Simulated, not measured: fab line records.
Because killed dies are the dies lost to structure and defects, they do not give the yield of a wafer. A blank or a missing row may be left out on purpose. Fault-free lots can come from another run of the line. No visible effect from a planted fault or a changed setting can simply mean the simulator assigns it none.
A struck lot beside a sound one || flow sky130 || 25 out of 708 route steps
Sound: wafers L551.3, L551.4, L551.5. Wafers struck: L562.1, L562.2, L562.6. The cause is named last.
Per side, at each step with rows, come the tool, then ch with its chambers, and then its first start. Under that, the readings that differ: sound wafers || struck wafers || difference of the means || sigmas: that difference in standard deviations of wafers without a fault.
alike: same words and numbers on both sides, and readings whose means sit less than 2 such deviations apart. not compared: any withheld reading, any reading some wafer has no value for, any bound like >300 that may hide the same value, and any number with overlapping values for which the record gives no deviation.
Wherever a step has rows on one side only, a row that says differs or no value, or a row with sigmas, the two part there. Numbers that don't overlap but have no deviation are shown without sigmas and don't part them. A reading missing from all wafers of one side parts the sides only when that side holds two or more wafers.

SKY_POLY_CUT_ETCH_11: etches Si3N4 in CF4/CH2F2/Ar, stops on poly-Si, time 42.5 s, target depth 60 nm.
  sound on rie-diel-04 ch 1,3, day 28 03:59; struck on rie-diel-02 ch 0,2,3, day 31 17:50
  alike: drypump-motor-current-A, oes-product-au, throttle-valve-pct
  not compared: rf-hours-counter-h
SKY_POLY_CUT_STRIP_12: strips in O2/N2.
  sound on plasma-asher-04 ch 0,1, day 28 04:04; struck on plasma-asher-03 ch 0,1, day 31 17:52
  alike: chamber-pressure-mTorr, drypump-motor-current-A, oes-product-au, strip-time-to-endpoint-s
  not compared: rf-hours-counter-h
then, 7 steps without rows for these wafers: SKY_SD_P_DEHYDRATE_00 (time 60 s); SKY_SD_P_HMDS_01 (prime time 60 s); SKY_SD_P_COAT_02 (resist thk 1140 nm); SKY_SD_P_SOFTBAKE_03 (time 60 s); SKY_SD_P_EXPOSE_04 (exposes mask PSDM, target cd 380 nm); SKY_SD_P_PEB_05; SKY_SD_P_DEVELOP_06 (develop time 60 s).
SKY_SD_P_CD_MEAS_07 targets a cd of 380 nm.
  sound: cd-sem-02 at day 29 08:01; struck: cd-sem-01 at day 32 20:38
  alike: cd-nm
SKY_SD_P_OVL_MEAS_08:
  sound: overlay-02 at day 29 08:07; struck: overlay-01 at day 32 20:45
  alike: SD_P_OVL
next, for these wafers, 1 step has no rows: SKY_SD_P_IMPLANT_09.
SKY_SD_P_STRIP_10: strips in O2/N2.
  sound on plasma-asher-02 ch 0,1, day 29 08:19; struck on plasma-asher-04 ch 0,1, day 32 20:56
  no value came back on the struck wafers for chamber-pressure-mTorr (mTorr), drypump-motor-current-A (A), oes-product-au (a.u.), strip-time-to-endpoint-s (s); on the sound wafers chamber-pressure-mTorr (mTorr) reads 1499.7 1499.7 1500.8
{"reading": "model.NOVOLAK_of_SD_P_COAT_02.thk-nm (nm)", "sound": "0 0 0", "struck": "1140 1137 1140", "difference": "+1139", "sigmas": ""}
  not compared: rf-hours-counter-h
SKY_SD_P_TW_MEAS_11:
  sound: film-metro-01 at day 29 08:25; struck: film-metro-01 at day 32 21:02
{"reading": "SD_P_TW", "sound": "2856 2856 2868", "struck": "2819 2821 2814", "difference": -42, "sigmas": -2}
then, 8 steps without rows for these wafers: SKY_RES_XHIGH_DEHYDRATE_00 (time 60 s); SKY_RES_XHIGH_HMDS_01 (prime time 60 s); SKY_RES_XHIGH_COAT_02 (resist thk 1140 nm); SKY_RES_XHIGH_SOFTBAKE_03 (time 60 s); SKY_RES_XHIGH_EXPOSE_04 (exposes mask URPM, target cd 1270 nm); SKY_RES_XHIGH_PEB_05; SKY_RES_XHIGH_DEVELOP_06 (develop time 60 s); SKY_RES_XHIGH_IMPLANT_07.
SKY_RES_XHIGH_STRIP_08: strips in O2/N2.
  sound on plasma-asher-01 ch 0,1, day 30 11:58; struck on plasma-asher-01 ch 0,1, day 33 23:38
{"reading": "oes-product-au (a.u.)", "sound": "0.703 0.711 0.710", "struck": "0.719 0.717 0.724", "difference": "+0.012", "sigmas": "+3"}
{"reading": "strip-time-to-endpoint-s (s)", "sound": "14.25 14.29 14.26", "struck": "31.38 31.38 31.38", "difference": "+17.11", "sigmas": "+99 or more"}
  alike: chamber-pressure-mTorr, drypump-motor-current-A
  not compared: rf-hours-counter-h
SKY_RES_XHIGH_TW_MEAS_09:
  sound: film-metro-01 at day 30 12:03; struck: film-metro-01 at day 33 23:44
{"reading": "RES_XHIGH_TW", "sound": "1666 1662 1669", "struck": "30 30 30", "difference": -1636, "sigmas": "-99 or more"}
then, 1 step without rows for these wafers: SKY_SD_N_DEHYDRATE_00 (time 60 s).

== WHERE THEY PART ==
Last at SKY_RES_XHIGH_TW_MEAS_09 as far as this record goes, first at SKY_SD_P_STRIP_10.

WHY: what had been put in by the simulator
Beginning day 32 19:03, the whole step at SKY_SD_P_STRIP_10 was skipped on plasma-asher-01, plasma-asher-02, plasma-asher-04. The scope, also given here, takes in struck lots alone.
